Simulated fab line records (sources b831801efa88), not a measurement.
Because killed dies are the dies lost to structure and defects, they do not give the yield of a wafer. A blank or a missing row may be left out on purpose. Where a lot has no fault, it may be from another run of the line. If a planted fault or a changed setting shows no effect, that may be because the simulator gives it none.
What tool caused it? :: flow gf180mcu :: 35 wafers from 12 lots sampled at 6 of the route's 602 steps

== WHAT EACH GAUGE READ, for each wafer ==
GF_V1_CD_MEAS_14 targets a cd of 260 nm.
lot: L685
measured: day 18 07:52
on: cd sem-02
cd nm (nm): 259.7 259.7 259.0

lot: L686
measured: day 18 13:48
on: cd sem-01
cd nm (nm): 258.0 258.8 260.1

lot: L687
measured: day 19 01:53
on: cd sem-01
cd nm (nm): 259.7 261.3 260.8

lot: L688
measured: day 19 07:04
on: cd sem-01
cd nm (nm): 256.5 256.4 258.8

lot: L689
measured: day 19 21:16
on: cd sem-02
cd nm (nm): 257.5 258.9 257.7

lot: L690
measured: day 20 08:13
on: cd sem-02
cd nm (nm): 259.4 260.1 261.0

lot: L697
measured: day 23 06:58
on: cd sem-01
cd nm (nm): 261.8 261.7

lot: L699
measured: day 24 03:07
on: cd sem-01
cd nm (nm): 261.8 262.6 261.4

lot: L704
measured: day 25 05:14
on: cd sem-01
cd nm (nm): 260.4 261.7 260.7

lot: L706
measured: day 25 17:16
on: cd sem-02
cd nm (nm): 260.9 259.9 260.5

lot: L707
measured: day 26 00:19
on: cd sem-02
cd nm (nm): 260.8 262.1 261.1

lot: L708
measured: day 26 12:06
on: cd sem-01
cd nm (nm): 259.0 259.3 259.9

GF_M2_RS_MEAS_05: a four-point-probe measurement.
lot: L685
measured: day 18 09:38
on: film metro-02
M2_ALCU_RS (ohm/sq): 0.0687 0.0680 0.0696

lot: L686
measured: day 18 15:34
on: film metro-04
M2_ALCU_RS (ohm/sq): 0.0691 0.0704 0.0699

lot: L687
measured: day 19 03:37
on: film metro-02
M2_ALCU_RS (ohm/sq): 0.0692 0.0697 0.0689

lot: L688
measured: day 19 08:47
on: film metro-03
M2_ALCU_RS (ohm/sq): 0.0700 0.0685 0.0692

lot: L689
measured: day 19 23:02
on: film metro-04
M2_ALCU_RS (ohm/sq): 0.0688 0.0690 0.0688

lot: L690
measured: day 20 10:04
on: film metro-02
M2_ALCU_RS (ohm/sq): 0.0692 0.0694 0.0702

lot: L697
measured: day 23 08:43
on: film metro-02
M2_ALCU_RS (ohm/sq): 0.0689 0.0694 0.0689 0.0693

lot: L699
measured: day 24 05:31
on: film metro-03
M2_ALCU_RS (ohm/sq): 0.0696 0.0694 0.0691 0.0695 0.0691 0.0691

lot: L704
measured: day 25 06:58
on: film metro-02
M2_ALCU_RS (ohm/sq): 0.0697 0.0703 0.0704

lot: L706
measured: day 25 18:59
on: film metro-03
M2_ALCU_RS (ohm/sq): 0.0698 0.0695 0.0702

lot: L707
measured: day 26 02:02
on: film metro-02
M2_ALCU_RS (ohm/sq): 0.0696 0.0693 0.0696

lot: L708
measured: day 26 14:14
on: film metro-02
M2_ALCU_RS (ohm/sq): 0.0711 0.0701 0.0707

GF_M2_THK_MEAS_06: measures by xrf.
lot: L685
measured: day 18 09:46
on: film metro-02
M2_ALCU_THK (nm): 458 463 455

lot: L686
measured: day 18 15:41
on: film metro-04
M2_ALCU_THK (nm): 453 446 448

lot: L687
measured: day 19 03:44
on: film metro-02
M2_ALCU_THK (nm): 454 448 457

lot: L688
measured: day 19 08:55
on: film metro-03
M2_ALCU_THK (nm): 447 456 452

lot: L689
measured: day 19 23:08
on: film metro-04
M2_ALCU_THK (nm): 454 454 454

lot: L690
measured: day 20 10:10
on: film metro-02
M2_ALCU_THK (nm): 453 453 449

lot: L697
measured: day 23 11:37
on: film metro-02
M2_ALCU_THK (nm): 442 455

lot: L699
measured: day 24 08:08
on: film metro-03
M2_ALCU_THK (nm): 449 449 435

lot: L704
measured: day 25 07:03
on: film metro-02
M2_ALCU_THK (nm): 451 450 451

lot: L706
measured: day 25 19:07
on: film metro-03
M2_ALCU_THK (nm): 448 452 446

lot: L707
measured: day 26 02:10
on: film metro-02
M2_ALCU_THK (nm): 454 457 455

lot: L708
measured: day 26 14:21
on: film metro-02
M2_ALCU_THK (nm): 447 453 447

== WHICH TOOL RAN EACH LOT (tool, then ch and the chambers of the sampled wafers, then the start) ==
lot: L685
GF_V1_SPUTTER_21: pvd sputter-02, day 18 08:43
GF_M2_SPUTTER_02: pvd sputter-01, day 18 09:33
GF_M2_SPUTTER_04: pvd sputter-01, day 18 09:36

lot: L686
GF_V1_SPUTTER_21: pvd sputter-01, day 18 14:39
GF_M2_SPUTTER_02: pvd sputter-02, day 18 15:28
GF_M2_SPUTTER_04: pvd sputter-02, day 18 15:31

lot: L687
GF_V1_SPUTTER_21: pvd sputter-01, day 19 02:41
GF_M2_SPUTTER_02: pvd sputter-02, day 19 03:31
GF_M2_SPUTTER_04: pvd sputter-02, day 19 03:34

lot: L688
GF_V1_SPUTTER_21: pvd sputter-02, day 19 07:53
GF_M2_SPUTTER_02: pvd sputter-04, day 19 08:42
GF_M2_SPUTTER_04: pvd sputter-04, day 19 08:45

lot: L689
GF_V1_SPUTTER_21: pvd sputter-03, day 19 22:06
GF_M2_SPUTTER_02: pvd sputter-02, day 19 22:55
GF_M2_SPUTTER_04: pvd sputter-02, day 19 22:58

lot: L690
GF_V1_SPUTTER_21: pvd sputter-01, day 20 08:59
GF_M2_SPUTTER_02: pvd sputter-02, day 20 09:56
GF_M2_SPUTTER_04: pvd sputter-02, day 20 09:59

lot: L697
GF_V1_SPUTTER_21: pvd sputter-03, day 23 07:48
GF_M2_SPUTTER_02: pvd sputter-01, day 23 08:37
GF_M2_SPUTTER_04: pvd sputter-01, day 23 08:40

lot: L699
GF_V1_SPUTTER_21: pvd sputter-01, day 24 03:54
GF_M2_SPUTTER_02: pvd sputter-01, day 24 05:22
GF_M2_SPUTTER_04: pvd sputter-01, day 24 05:25

lot: L704
GF_V1_SPUTTER_21: pvd sputter-01, day 25 05:59
GF_M2_SPUTTER_02: pvd sputter-02, day 25 06:50
GF_M2_SPUTTER_04: pvd sputter-02, day 25 06:53

lot: L706
GF_V1_SPUTTER_21: pvd sputter-01, day 25 18:04
GF_M2_SPUTTER_02: pvd sputter-04, day 25 18:54
GF_M2_SPUTTER_04: pvd sputter-04, day 25 18:57

lot: L707
GF_V1_SPUTTER_21: pvd sputter-03, day 26 01:07
GF_M2_SPUTTER_02: pvd sputter-02, day 26 01:57
GF_M2_SPUTTER_04: pvd sputter-02, day 26 02:00

lot: L708
GF_V1_SPUTTER_21: pvd sputter-02, day 26 12:55
GF_M2_SPUTTER_02: pvd sputter-01, day 26 14:08
GF_M2_SPUTTER_04: pvd sputter-01, day 26 14:11
- GF_V1_SPUTTER_21: material Ti, target thk 15 nm, time 80.02 s.
- GF_M2_SPUTTER_02: material AlCu, target thk 450 nm, time 23.9 s.
- GF_M2_SPUTTER_04: material TiN, target thk 50 nm, time 41.7 s.

== AS READ BY THE TOOLS THEMSELVES (means over the sampled wafers that have a number; for cases with no such wafer, the mark the record gives instead) ==
GF_V1_SPUTTER_21.
lot: L685
tool: pvd sputter-02
throttle valve pct (%): 29.3

lot: L686
tool: pvd sputter-01
throttle valve pct (%): 30.4

lot: L687
tool: pvd sputter-01
throttle valve pct (%): 30.7

lot: L688
tool: pvd sputter-02
throttle valve pct (%): 28.8

lot: L689
tool: pvd sputter-03
throttle valve pct (%): 31.3

lot: L690
tool: pvd sputter-01
throttle valve pct (%): 30.5

lot: L697
tool: pvd sputter-03
throttle valve pct (%): 31.8

lot: L699
tool: pvd sputter-01
throttle valve pct (%): 30.0

lot: L704
tool: pvd sputter-01
throttle valve pct (%): 30.0

lot: L706
tool: pvd sputter-01
throttle valve pct (%): 30.2

lot: L707
tool: pvd sputter-03
throttle valve pct (%): 31.7

lot: L708
tool: pvd sputter-02
throttle valve pct (%): 29.4

GF_M2_SPUTTER_02.
lot: L685
tool: pvd sputter-01
throttle valve pct (%): 30.5

lot: L686
tool: pvd sputter-02
throttle valve pct (%): 29.3

lot: L687
tool: pvd sputter-02
throttle valve pct (%): 30.0

lot: L688
tool: pvd sputter-04
throttle valve pct (%): 30.1

lot: L689
tool: pvd sputter-02
throttle valve pct (%): 29.5

lot: L690
tool: pvd sputter-02
throttle valve pct (%): 29.4

lot: L697
tool: pvd sputter-01
throttle valve pct (%): 31.1

lot: L699
tool: pvd sputter-01
throttle valve pct (%): 30.4

lot: L704
tool: pvd sputter-02
throttle valve pct (%): 29.2

lot: L706
tool: pvd sputter-04
throttle valve pct (%): 29.6

lot: L707
tool: pvd sputter-02
throttle valve pct (%): 29.3

lot: L708
tool: pvd sputter-01
throttle valve pct (%): 30.4

GF_M2_SPUTTER_04.
lot: L685
tool: pvd sputter-01
throttle valve pct (%): 30.4

lot: L686
tool: pvd sputter-02
throttle valve pct (%): 29.4

lot: L687
tool: pvd sputter-02
throttle valve pct (%): 30.0

lot: L688
tool: pvd sputter-04
throttle valve pct (%): 30.0

lot: L689
tool: pvd sputter-02
throttle valve pct (%): 29.5

lot: L690
tool: pvd sputter-02
throttle valve pct (%): 29.3

lot: L697
tool: pvd sputter-01
throttle valve pct (%): 30.9

lot: L699
tool: pvd sputter-01
throttle valve pct (%): 30.3

lot: L704
tool: pvd sputter-02
throttle valve pct (%): 29.4

lot: L706
tool: pvd sputter-04
throttle valve pct (%): 29.6

lot: L707
tool: pvd sputter-02
throttle valve pct (%): 29.2

lot: L708
tool: pvd sputter-01
throttle valve pct (%): 30.5

== THE ANSWER, worked out from the rows above alone ==
Rule: the usual values come from the lots themselves. Put in order of their means at a reading, lots are off if they are a third of the lots or fewer, leave a main group of 4 or more, and stand apart from it by a gap of 3 or more times the standard deviation of the main group's means; of several such gaps the widest counts. The tables above print the reading to a certain number of digits; a main group whose means all agree to those digits is not used. Also off: a lot with no number at a reading for which 4 or more lots have one. The other lots that the step has rows for count as sound. The gauges are gone through in route order, then the tools' own readings, and for those a lot's mean is taken as printed above. At the first step where some lot is off, the reading lying furthest off is the one used; lots without a number count as furthest.
No lot is off on any of the readings shown, so nothing can be concluded from this.

== WHAT HAD BEEN PUT IN BY THE SIMULATOR ==
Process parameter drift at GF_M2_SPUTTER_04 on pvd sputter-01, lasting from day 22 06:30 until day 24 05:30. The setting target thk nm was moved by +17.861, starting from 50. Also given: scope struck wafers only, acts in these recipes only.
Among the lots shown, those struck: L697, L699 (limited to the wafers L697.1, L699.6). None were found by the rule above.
